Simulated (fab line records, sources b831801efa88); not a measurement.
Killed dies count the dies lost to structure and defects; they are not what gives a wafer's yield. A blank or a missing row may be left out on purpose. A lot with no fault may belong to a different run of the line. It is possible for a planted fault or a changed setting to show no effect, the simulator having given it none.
Matching of chambers ; flow sfqLine ; SFQ_TRILAYER_I0_CMP_CMP_028 on cmp-01 has 4 sister chambers
The step polishes SiO2. 7 wafers are shown with their chamber, then 7 later ones without.

== WAFERS PAIRED WITH THEIR CHAMBERS ==
wafer;chamber;motorCurrentA (A);timeToEndpointS (s)
L917.4;1;10.1;215
L918.1;3;10.1;209
L921.3;0;10.0;201
L921.1;2;11.7;206
L921.5;0;10.4;204
L925.2;2;11.0;215
L925.3;3;9.8;212

== WAFERS WITH NO CHAMBER GIVEN ==
wafer;motorCurrentA (A);timeToEndpointS (s)
L925.5;11.4;223
L932.1;9.8;206
L932.2;9.9;205
L932.5;9.8;210
L938.1;10.3;198
L938.2;9.6;197
L938.6;9.1;210

== WHICH CHAMBER EACH ONE RAN IN ==
wafer;from the rows above;in truth
L925.5;can't be placed: 2 or 1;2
L932.1;can't be placed: 3 or 0 or 1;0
L932.2;can't be placed: 0 or 3 or 1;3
L932.5;can't be placed: 3 or 1 or 0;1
L938.1;0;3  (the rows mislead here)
L938.2;can't be placed: 0 or 3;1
L938.6;can't be placed: 3 or 1 or 0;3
0 of 7 placed correctly. Unplaceable from these rows: 6, with the true chamber sitting among the candidates in 5. 1 placed wrongly.
How it was worked out, from the rows above alone: a wafer's distance from a chamber is the root of the sum, over the readings, of the square of ((its reading less the chamber's mean) divided by the reading's scatter). If the next closest chamber is less than 2 further off than the closest, the wafer can't be placed; otherwise it belongs to the closest. The mean given for a chamber averages the wafers shown for that chamber. The scatter: the root of (the sum of the squares of (reading less its chamber's mean) over the shown wafers, divided by (wafers less chambers)).
